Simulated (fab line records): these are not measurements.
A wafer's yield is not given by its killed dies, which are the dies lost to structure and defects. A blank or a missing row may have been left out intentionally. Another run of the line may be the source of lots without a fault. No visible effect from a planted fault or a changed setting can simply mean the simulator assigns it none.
A sampling plan put to the test | flow gf180mcu | one fab line, 52 faults that these records tell of, each judged on the records of the lots that it struck
Plan = the line's own looks (route steps where a gauge or an inspection reads the wafer without altering it). Where struck wafers have a number at a look and the file lists that look's usual mean and standard deviation on fault-free wafers, the look can be judged. Caught: the struck wafers' mean, at a look after the fault's first step, is 4 or more of those standard deviations (sigma) away from the usual mean. On the tool: the fault's steps, tested the same way using the tool's own readings. Caught also covers a different recipe on the struck wafers, or a record left blank for those wafers only.

THE FAULTS, as the simulator had put them in
1. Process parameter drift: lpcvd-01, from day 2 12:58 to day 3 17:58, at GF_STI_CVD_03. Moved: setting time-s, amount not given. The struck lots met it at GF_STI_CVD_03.
2. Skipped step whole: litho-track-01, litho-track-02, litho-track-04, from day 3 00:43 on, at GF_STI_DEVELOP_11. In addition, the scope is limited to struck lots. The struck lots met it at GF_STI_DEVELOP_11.
3. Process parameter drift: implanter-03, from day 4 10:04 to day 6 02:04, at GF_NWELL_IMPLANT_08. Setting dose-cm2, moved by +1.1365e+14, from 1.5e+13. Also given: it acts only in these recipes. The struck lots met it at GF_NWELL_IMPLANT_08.
4. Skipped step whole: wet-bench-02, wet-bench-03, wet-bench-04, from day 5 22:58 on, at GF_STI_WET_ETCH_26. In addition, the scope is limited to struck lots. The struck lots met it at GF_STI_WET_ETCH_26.
5. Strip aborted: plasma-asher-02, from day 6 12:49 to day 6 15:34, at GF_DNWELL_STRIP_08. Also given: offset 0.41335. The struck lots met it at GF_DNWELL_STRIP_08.
6. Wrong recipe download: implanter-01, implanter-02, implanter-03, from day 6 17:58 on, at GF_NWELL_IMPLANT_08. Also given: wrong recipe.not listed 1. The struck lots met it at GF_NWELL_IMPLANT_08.
7. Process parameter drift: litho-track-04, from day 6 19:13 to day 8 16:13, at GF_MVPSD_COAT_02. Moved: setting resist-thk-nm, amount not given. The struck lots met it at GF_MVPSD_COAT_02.
8. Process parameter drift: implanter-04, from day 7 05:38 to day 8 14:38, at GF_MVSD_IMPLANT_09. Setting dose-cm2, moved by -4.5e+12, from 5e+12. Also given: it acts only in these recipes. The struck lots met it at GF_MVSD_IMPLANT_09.
9. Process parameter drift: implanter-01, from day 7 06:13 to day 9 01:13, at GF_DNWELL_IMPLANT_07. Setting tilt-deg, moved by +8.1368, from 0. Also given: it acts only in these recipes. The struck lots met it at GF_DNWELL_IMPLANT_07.
10. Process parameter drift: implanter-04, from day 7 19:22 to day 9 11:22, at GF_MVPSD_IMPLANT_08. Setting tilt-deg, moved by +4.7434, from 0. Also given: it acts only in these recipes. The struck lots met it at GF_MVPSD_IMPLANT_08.
11. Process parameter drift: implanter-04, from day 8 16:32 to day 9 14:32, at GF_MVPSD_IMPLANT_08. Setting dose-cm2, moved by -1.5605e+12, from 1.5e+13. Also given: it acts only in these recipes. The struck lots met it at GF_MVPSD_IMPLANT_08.
12. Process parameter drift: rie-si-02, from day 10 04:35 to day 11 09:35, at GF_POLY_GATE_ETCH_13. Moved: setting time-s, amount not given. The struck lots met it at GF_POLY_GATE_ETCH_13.
13. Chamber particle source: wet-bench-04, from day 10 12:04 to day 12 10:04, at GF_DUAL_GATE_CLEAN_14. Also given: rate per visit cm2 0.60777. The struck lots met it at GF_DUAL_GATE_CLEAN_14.
14. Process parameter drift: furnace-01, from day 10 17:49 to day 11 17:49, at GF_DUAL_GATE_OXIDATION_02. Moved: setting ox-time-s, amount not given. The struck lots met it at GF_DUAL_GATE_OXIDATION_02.
15. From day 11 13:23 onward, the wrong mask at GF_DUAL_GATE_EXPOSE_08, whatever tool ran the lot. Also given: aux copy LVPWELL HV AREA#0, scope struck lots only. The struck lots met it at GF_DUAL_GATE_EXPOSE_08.
16. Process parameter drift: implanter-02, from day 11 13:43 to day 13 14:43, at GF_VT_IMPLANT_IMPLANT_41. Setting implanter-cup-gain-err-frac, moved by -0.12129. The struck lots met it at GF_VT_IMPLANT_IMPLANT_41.
17. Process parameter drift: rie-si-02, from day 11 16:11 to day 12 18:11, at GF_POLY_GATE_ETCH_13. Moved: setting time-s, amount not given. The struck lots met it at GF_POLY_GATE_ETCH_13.
18. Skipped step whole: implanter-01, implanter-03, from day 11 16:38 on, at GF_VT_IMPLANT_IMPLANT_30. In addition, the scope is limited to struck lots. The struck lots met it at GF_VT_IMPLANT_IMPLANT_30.
19. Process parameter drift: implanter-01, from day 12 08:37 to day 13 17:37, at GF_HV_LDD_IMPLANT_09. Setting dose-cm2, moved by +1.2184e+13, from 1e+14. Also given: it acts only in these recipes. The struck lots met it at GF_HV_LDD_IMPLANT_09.
20. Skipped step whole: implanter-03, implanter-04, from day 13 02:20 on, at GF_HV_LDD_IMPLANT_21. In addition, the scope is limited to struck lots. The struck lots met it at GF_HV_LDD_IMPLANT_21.
21. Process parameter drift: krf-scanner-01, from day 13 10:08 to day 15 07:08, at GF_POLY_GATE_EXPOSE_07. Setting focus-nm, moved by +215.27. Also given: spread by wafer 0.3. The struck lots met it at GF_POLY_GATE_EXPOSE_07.
22. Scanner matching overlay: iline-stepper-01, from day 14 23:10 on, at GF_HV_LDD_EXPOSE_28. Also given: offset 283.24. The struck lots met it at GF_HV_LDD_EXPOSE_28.
23. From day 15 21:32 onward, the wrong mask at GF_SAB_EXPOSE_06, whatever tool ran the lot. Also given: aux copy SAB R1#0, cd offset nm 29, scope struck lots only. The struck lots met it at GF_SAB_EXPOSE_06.
24. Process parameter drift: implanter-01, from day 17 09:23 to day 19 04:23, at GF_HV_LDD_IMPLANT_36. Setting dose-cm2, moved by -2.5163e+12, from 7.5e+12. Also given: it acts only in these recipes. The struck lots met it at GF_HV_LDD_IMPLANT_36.
25. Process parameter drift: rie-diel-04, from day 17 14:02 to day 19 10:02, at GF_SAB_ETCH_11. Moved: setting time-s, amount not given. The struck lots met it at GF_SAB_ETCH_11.
26. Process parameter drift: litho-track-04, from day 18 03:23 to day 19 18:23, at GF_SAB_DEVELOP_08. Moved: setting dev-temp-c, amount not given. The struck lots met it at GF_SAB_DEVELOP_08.
27. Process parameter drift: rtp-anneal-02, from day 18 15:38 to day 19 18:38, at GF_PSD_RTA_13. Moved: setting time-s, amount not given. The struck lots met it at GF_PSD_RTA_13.
28. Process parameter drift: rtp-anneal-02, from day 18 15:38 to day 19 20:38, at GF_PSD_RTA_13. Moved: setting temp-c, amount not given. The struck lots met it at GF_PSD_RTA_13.
29. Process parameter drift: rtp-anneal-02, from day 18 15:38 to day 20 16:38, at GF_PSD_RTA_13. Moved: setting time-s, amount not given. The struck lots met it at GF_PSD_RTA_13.
30. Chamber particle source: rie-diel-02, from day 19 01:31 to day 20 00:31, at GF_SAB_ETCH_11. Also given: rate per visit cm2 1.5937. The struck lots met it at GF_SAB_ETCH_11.
31. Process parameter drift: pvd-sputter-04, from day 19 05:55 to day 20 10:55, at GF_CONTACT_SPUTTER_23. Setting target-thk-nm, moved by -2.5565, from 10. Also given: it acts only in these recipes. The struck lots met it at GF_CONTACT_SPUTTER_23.
32. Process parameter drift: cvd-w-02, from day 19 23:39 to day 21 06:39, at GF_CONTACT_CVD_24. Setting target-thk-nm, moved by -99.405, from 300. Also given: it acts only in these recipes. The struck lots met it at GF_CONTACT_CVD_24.
33. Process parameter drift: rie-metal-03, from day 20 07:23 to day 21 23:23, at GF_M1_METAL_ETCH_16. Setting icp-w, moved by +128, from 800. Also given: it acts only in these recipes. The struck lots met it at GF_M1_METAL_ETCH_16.
34. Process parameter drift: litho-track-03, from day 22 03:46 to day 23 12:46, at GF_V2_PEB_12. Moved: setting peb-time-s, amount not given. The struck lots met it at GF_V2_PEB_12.
35. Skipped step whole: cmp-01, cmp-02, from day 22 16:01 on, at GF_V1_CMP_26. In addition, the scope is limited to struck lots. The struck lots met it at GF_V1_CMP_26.
36. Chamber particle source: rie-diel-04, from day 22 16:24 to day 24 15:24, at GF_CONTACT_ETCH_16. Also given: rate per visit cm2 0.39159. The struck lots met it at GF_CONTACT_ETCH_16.
37. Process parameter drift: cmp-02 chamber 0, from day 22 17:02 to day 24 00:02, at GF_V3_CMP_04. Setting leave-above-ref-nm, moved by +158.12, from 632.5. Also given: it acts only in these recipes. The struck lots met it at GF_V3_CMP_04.
38. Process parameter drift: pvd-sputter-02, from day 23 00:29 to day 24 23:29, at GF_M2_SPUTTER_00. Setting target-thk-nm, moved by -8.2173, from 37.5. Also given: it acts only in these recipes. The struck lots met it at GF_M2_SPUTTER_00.
39. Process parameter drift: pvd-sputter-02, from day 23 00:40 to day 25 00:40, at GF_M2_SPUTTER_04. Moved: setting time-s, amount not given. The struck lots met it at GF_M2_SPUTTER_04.
40. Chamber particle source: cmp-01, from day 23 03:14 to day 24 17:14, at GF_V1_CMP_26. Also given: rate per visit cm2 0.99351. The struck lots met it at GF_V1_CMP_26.
41. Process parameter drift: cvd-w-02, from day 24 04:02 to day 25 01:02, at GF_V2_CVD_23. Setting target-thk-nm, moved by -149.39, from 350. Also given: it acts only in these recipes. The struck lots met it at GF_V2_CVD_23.
42. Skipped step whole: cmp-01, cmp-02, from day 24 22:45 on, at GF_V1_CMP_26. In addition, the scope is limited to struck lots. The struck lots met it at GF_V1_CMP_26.
43. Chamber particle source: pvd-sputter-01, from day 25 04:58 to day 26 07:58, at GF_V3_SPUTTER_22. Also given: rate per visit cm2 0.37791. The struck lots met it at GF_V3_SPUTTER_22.
44. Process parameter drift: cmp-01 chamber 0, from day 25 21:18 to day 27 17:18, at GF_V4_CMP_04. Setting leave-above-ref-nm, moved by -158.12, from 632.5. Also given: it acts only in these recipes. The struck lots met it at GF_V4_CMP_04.
45. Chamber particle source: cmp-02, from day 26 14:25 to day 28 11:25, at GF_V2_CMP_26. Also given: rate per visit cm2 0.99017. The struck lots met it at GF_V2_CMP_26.
46. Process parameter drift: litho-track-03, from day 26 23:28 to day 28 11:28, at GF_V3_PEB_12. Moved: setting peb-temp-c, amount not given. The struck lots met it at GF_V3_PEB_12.
47. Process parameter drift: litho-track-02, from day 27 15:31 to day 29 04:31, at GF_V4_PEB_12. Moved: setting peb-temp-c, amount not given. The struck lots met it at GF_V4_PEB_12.
48. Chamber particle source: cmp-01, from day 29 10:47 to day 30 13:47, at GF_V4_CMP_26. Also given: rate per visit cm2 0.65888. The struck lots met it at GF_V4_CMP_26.
49. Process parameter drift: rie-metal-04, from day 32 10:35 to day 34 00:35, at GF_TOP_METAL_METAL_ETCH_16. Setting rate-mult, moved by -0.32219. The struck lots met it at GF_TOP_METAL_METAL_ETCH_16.
50. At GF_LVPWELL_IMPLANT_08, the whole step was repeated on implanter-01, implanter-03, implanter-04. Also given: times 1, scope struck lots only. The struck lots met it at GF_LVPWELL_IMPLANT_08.
51. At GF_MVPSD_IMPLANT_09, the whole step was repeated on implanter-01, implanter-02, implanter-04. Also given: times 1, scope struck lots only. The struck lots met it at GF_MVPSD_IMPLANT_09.
52. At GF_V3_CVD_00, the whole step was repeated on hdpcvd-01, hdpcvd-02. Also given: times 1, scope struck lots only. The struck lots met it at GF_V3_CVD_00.

WHAT THE PLAN SAW
fault | on the tool itself                               | first look that catches it                      | reading, sigma                                   | median hours from its first step to that look | hours from the fault's start to the first struck lot there | judged looks passed uncaught
1     | under 2 sigma                                    | GF_STI_THK_MEAS_04                              | STI_CVD_03_THK +16                               | 2.0                                           | 17                                                         | 0
2     | no reading that can be judged                    | no look after it can be judged                  | -                                                | -                                             | -                                                          | 0
3     | dose-ions-cm2 +99 or beyond sigma                | GF_NWELL_TW_MEAS_11                             | NWELL_TW +99 or beyond                           | 0.4                                           | 12                                                         | 0
4     | the tool's record is blank for the struck wafers | no look after it can be judged                  | -                                                | -                                             | -                                                          | 0
5     | oes-product-au +56 sigma                         | none of the 4 looks that can be judged after it | strongest: NWELL_TW at GF_NWELL_TW_MEAS_11, -3.3 | -                                             | -                                                          | 4
6     | no reading that can be judged                    | GF_NWELL_TW_MEAS_11                             | NWELL_TW +77                                     | 0.4                                           | 7                                                          | 0
7     | under 2 sigma                                    | not the one look that can be judged after it    | -                                                | -                                             | -                                                          | 1
8     | dose-ions-cm2 -99 or beyond sigma                | GF_MVSD_TW_MEAS_11                              | MVSD_TW -7.5                                     | 0.3                                           | 2                                                          | 0
9     | tilt-deg +99 or beyond sigma                     | GF_DNWELL_TW_MEAS_09                            | DNWELL_TW +20                                    | 0.2                                           | 5                                                          | 0
10    | tilt-deg +99 or beyond sigma                     | GF_MVPSD_TW_MEAS_11                             | MVPSD_TW +17                                     | 0.4                                           | 2                                                          | 0
11    | dose-ions-cm2 -96 sigma                          | GF_MVPSD_TW_MEAS_11                             | MVPSD_TW -5.1                                    | 0.4                                           | 11                                                         | 0
12    | run-length-s -19 sigma                           | no look after it can be judged                  | -                                                | -                                             | -                                                          | 0
13    | under 2 sigma                                    | none of the 2 looks that can be judged after it | -                                                | -                                             | -                                                          | 2
14    | under 2 sigma                                    | GF_DUAL_GATE_THK_MEAS_03                        | DUAL_GATE_OXIDATION_00_THK +5.1                  | 1.5                                           | 4                                                          | 0
15    | no reading that can be judged                    | no look after it can be judged                  | -                                                | -                                             | -                                                          | 0
16    | beam-on-s +7.6 sigma                             | GF_VT_IMPLANT_TW_MEAS_43                        | VT_IMPLANT_4_TW +8.9                             | 0.2                                           | 17                                                         | 0
17    | run-length-s -45 sigma                           | no look after it can be judged                  | -                                                | -                                             | -                                                          | 0
18    | the tool's record is blank for the struck wafers | GF_VT_IMPLANT_TW_MEAS_32                        | VT_IMPLANT_3_TW -99 or beyond                    | 0.2                                           | 1                                                          | 0
19    | dose-ions-cm2 +99 or beyond sigma                | GF_HV_LDD_TW_MEAS_11                            | HV_LDD_TW +6.3                                   | 0.2                                           | 1                                                          | 0
20    | the tool's record is blank for the struck wafers | GF_HV_LDD_TW_MEAS_23                            | HV_LDD_2_TW -99 or beyond                        | 0.2                                           | 2                                                          | 0
21    | no reading that can be judged                    | GF_POLY_GATE_CD_MEAS_10                         | cd-nm -10                                        | 10.3                                          | 20                                                         | 0
22    | under 2 sigma                                    | GF_HV_LDD_OVL_MEAS_32                           | HV_LDD_02_OVL +99 or beyond                      | 11.2                                          | 15                                                         | 1
23    | no reading that can be judged                    | GF_SAB_CD_MEAS_09                               | cd-nm +14                                        | 11.1                                          | 14                                                         | 0
24    | dose-ions-cm2 -99 or beyond sigma                | GF_HV_LDD_TW_MEAS_38                            | HV_LDD_3_TW -5.8                                 | 0.2                                           | 7                                                          | 0
25    | under 2 sigma                                    | no look after it can be judged                  | -                                                | -                                             | -                                                          | 0
26    | developer-temp-C -20 sigma                       | none of the 2 looks that can be judged after it | strongest: cd-nm at GF_SAB_CD_MEAS_09, -3.0      | -                                             | -                                                          | 2
27    | run-length-s -6.8 sigma                          | GF_PSD_RS_MEAS_14                               | NSD_RS +9.9                                      | 0.1                                           | 1                                                          | 0
28    | wafer_temp_C_max -26 sigma                       | GF_PSD_RS_MEAS_14                               | NSD_RS +48                                       | 0.1                                           | 1                                                          | 0
29    | run-length-s +16 sigma                           | GF_PSD_RS_MEAS_14                               | NSD_RS -22                                       | 0.1                                           | 1                                                          | 0
30    | under 2 sigma                                    | not the one look that can be judged after it    | -                                                | -                                             | -                                                          | 1
31    | under 2 sigma                                    | no look after it can be judged                  | -                                                | -                                             | -                                                          | 0
32    | under 2 sigma                                    | GF_CONTACT_RS_MEAS_25                           | CONTACT_W_RS +53                                 | 0.1                                           | 10                                                         | 0
33    | rf-fwd-power-W +45 sigma                         | not the one look that can be judged after it    | -                                                | -                                             | -                                                          | 1
34    | no reading that can be judged                    | GF_V2_CD_MEAS_14                                | cd-nm +6.9                                       | 0.3                                           | 23                                                         | 0
35    | no reading that can be judged                    | no look after it can be judged                  | -                                                | -                                             | -                                                          | 0
36    | under 2 sigma                                    | not the one look that can be judged after it    | -                                                | -                                             | -                                                          | 1
37    | time-to-endpoint-s -12 sigma                     | no look after it can be judged                  | -                                                | -                                             | -                                                          | 0
38    | under 2 sigma                                    | no look after it can be judged                  | -                                                | -                                             | -                                                          | 0
39    | under 2 sigma                                    | none of the 7 looks that can be judged after it | -                                                | -                                             | -                                                          | 7
40    | under 2 sigma                                    | not the one look that can be judged after it    | -                                                | -                                             | -                                                          | 1
41    | under 2 sigma                                    | GF_V2_RS_MEAS_24                                | V2_W_RS +75                                      | 0.1                                           | 9                                                          | 0
42    | no reading that can be judged                    | no look after it can be judged                  | -                                                | -                                             | -                                                          | 0
43    | under 2 sigma                                    | not the one look that can be judged after it    | -                                                | -                                             | -                                                          | 1
44    | time-to-endpoint-s +4.5 sigma                    | no look after it can be judged                  | -                                                | -                                             | -                                                          | 0
45    | under 2 sigma                                    | none of the 2 looks that can be judged after it | -                                                | -                                             | -                                                          | 2
46    | heater-power-total-W +6.2 sigma                  | none of the 2 looks that can be judged after it | -                                                | -                                             | -                                                          | 2
47    | plate-sensor-t-edge-C +99 or beyond sigma        | GF_V4_CD_MEAS_14                                | cd-nm +8.0                                       | 0.3                                           | 14                                                         | 0
48    | under 2 sigma                                    | no look after it can be judged                  | -                                                | -                                             | -                                                          | 0
49    | oes-product-au -26 sigma                         | no look after it can be judged                  | -                                                | -                                             | -                                                          | 0
50    | under 2 sigma                                    | GF_LVPWELL_TW_MEAS_11                           | LVPWELL_TW +35                                   | 0.8                                           | -                                                          | 0
51    | no reading that can be judged                    | GF_MVPSD_TW_MEAS_11                             | MVPSD_TW +9.2                                    | 0.6                                           | -                                                          | 0
52    | no reading that can be judged                    | GF_V3_THK_MEAS_01                               | V3_CVD_00_THK +86                                | 0.4                                           | -                                                          | 0
A dash: this means the fault isn't caught or the number doesn't appear in these records.

Caught at a look: 26 of 52. Caught on the tool: 24 of 52. By one or the other: 36 of 52.
Faults caught by the tool alone: 4, 5, 12, 17, 26, 33, 37, 44, 46, 49.
Caught at a look alone: faults 1, 6, 14, 21, 22, 23, 32, 34, 41, 50, 51, 52.
Caught by neither: faults 2, 7, 13, 15, 25, 30, 31, 35, 36, 38, 39, 40, 42, 43, 45, 48.

THINNER SAMPLING
Were the look that catches a fault to measure just every second or every third lot (counted by lot number), the first struck lot would, at worst, be measured this late:
fault | struck lots at that look, in order of time | every lot | every second lot | every third lot
1     | L316, L317                                 | 17 h      | 24 h             | may miss all 2
3     | L749, L751                                 | 12 h      | may miss all 2   | may miss all 2
6     | L955, L954, L956, L957                     | 7 h       | 8 h              | 13 h
8     | L579, L580                                 | 2 h       | 9 h              | may miss all 2
9     | L676, L678                                 | 5 h       | may miss all 2   | may miss all 2
10    | L602, L604                                 | 2 h       | may miss all 2   | may miss all 2
11    | L343, L342                                 | 11 h      | 12 h             | may miss all 2
14    | L521, L522                                 | 4 h       | 6 h              | may miss all 2
16    | L791, L795                                 | 17 h      | may miss all 2   | may miss all 2
18    | L618, L619, L620                           | 1 h       | 14 h             | 22 h
19    | L776, L778                                 | 1 h       | may miss all 2   | may miss all 2
20    | L812, L813                                 | 2 h       | 3 h              | may miss all 2
21    | L270, L272                                 | 20 h      | may miss all 2   | may miss all 2
22    | L601, L602, L604                           | 15 h      | 15 h             | may miss all 3
23    | L727                                       | 14 h      | may miss it      | may miss it
24    | L842, L843                                 | 7 h       | 15 h             | may miss all 2
27    | L959                                       | 1 h       | may miss it      | may miss it
28    | L527, L528                                 | 1 h       | 8 h              | may miss all 2
29    | L381, L382                                 | 1 h       | 8 h              | may miss all 2
32    | L425, L427                                 | 10 h      | may miss all 2   | may miss all 2
34    | L341, L343                                 | 23 h      | may miss all 2   | may miss all 2
41    | L269, L270, L271                           | 9 h       | 15 h             | 19 h
47    | L160, L161                                 | 14 h      | 19 h             | may miss all 2
The hour figures run from when the fault began to the first measured lot among those it struck. Since the struck wafers were tested as one group against 4 sigma, a single lot by itself may lie under the limit. Other struck lots may not be in these records.

THE LONGEST TIMED WAY FROM STEP TO LOOK
For fault 22, GF_HV_LDD_EXPOSE_28 and GF_HV_LDD_OVL_MEAS_32 are separated by a median of 11.2 hours. The look between them that can be judged stayed within 4 sigma: GF_HV_LDD_CD_MEAS_31.
